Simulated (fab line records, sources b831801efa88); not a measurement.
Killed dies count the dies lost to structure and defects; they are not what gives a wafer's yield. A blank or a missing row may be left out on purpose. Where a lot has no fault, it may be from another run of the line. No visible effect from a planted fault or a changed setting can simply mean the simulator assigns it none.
A lot that was struck, set against a sound lot	flow gf180mcu	14 out of 602 route steps
Sound: these wafers, L680.1, L680.3, L680.6. Struck: wafers L687.1, L687.3, L687.5. Last of all comes the cause.
Per side, at each step with rows, come the tool, then ch with its chambers, and then its first start. Under that, the readings that differ: sound wafers	struck wafers	difference of the means	sigmas: that difference in standard deviations of wafers without a fault.
alike: same words and numbers on both sides, and readings whose means sit less than 2 such deviations apart. not compared: any withheld reading, any reading some wafer has no value for, any bound like >300 that may hide the same value, and any number with overlapping values for which the record gives no deviation.
Wherever a step has rows on one side only, a row that says differs or no value, or a row with sigmas, the two part there. Numbers that have no deviation but don't overlap get no sigmas and don't part them. A reading missing from all wafers of one side parts the sides only when that side holds two or more wafers.

first, 2 steps without rows for these wafers: GF_VT_IMPLANT_PEB_16; GF_VT_IMPLANT_DEVELOP_17 (develop time 60 s).
GF_VT_IMPLANT_OVL_MEAS_18:
  struck on overlay-02, day 9 05:47; sound on overlay-01, day 7 06:02
  alike: VT_IMPLANT_01_OVL
after that, 1 step had no rows for these wafers: GF_VT_IMPLANT_IMPLANT_19.
GF_VT_IMPLANT_STRIP_20: strips in O2/N2.
  sound on plasma asher-04 ch 0,1, day 7 06:13; struck on plasma asher-02 ch 0,1, day 9 05:58
  alike: drypump motor current A, heater power w, oes product au, platen temp c, strip time to endpoint s
  not compared: rf hours counter h
GF_VT_IMPLANT_TW_MEAS_21:
  struck on film metro-02, day 9 06:04; sound on film metro-01, day 7 06:19
  alike: VT_IMPLANT_2_TW
then, 6 steps without rows for these wafers: GF_VT_IMPLANT_DEHYDRATE_22 (time 60 s); GF_VT_IMPLANT_HMDS_23 (prime time 60 s); GF_VT_IMPLANT_COAT_24 (resist thk 1000 nm); GF_VT_IMPLANT_SOFTBAKE_25 (time 60 s); GF_VT_IMPLANT_EXPOSE_26 (exposes mask LVPWELL HV AREA, target cd 860 nm); GF_VT_IMPLANT_PEB_27.
GF_VT_IMPLANT_DEVELOP_28: develop time 60 s.
  sound on litho track-02 ch 0, day 7 22:08; struck on litho track-04, day 9 22:12
  no value came back on the struck wafers for chill plate temp C (C), develop time s (s), exhaust pa (Pa), resist line temp C (C); on the sound wafers chill plate temp C (C) reads 22.93 23.03 22.78
GF_VT_IMPLANT_OVL_MEAS_29:
  struck on overlay-01, day 9 22:21; sound on overlay-01, day 7 22:17
reading	sound	struck	difference	sigmas
VT_IMPLANT_02_OVL (nm)	-1.4 -2.1 0.1	- - -	no value on the struck wafers	

WHERE THEY PART
Last at GF_VT_IMPLANT_OVL_MEAS_29 as far as this record goes, first at GF_VT_IMPLANT_DEVELOP_28.

WHY: what had been put in by the simulator
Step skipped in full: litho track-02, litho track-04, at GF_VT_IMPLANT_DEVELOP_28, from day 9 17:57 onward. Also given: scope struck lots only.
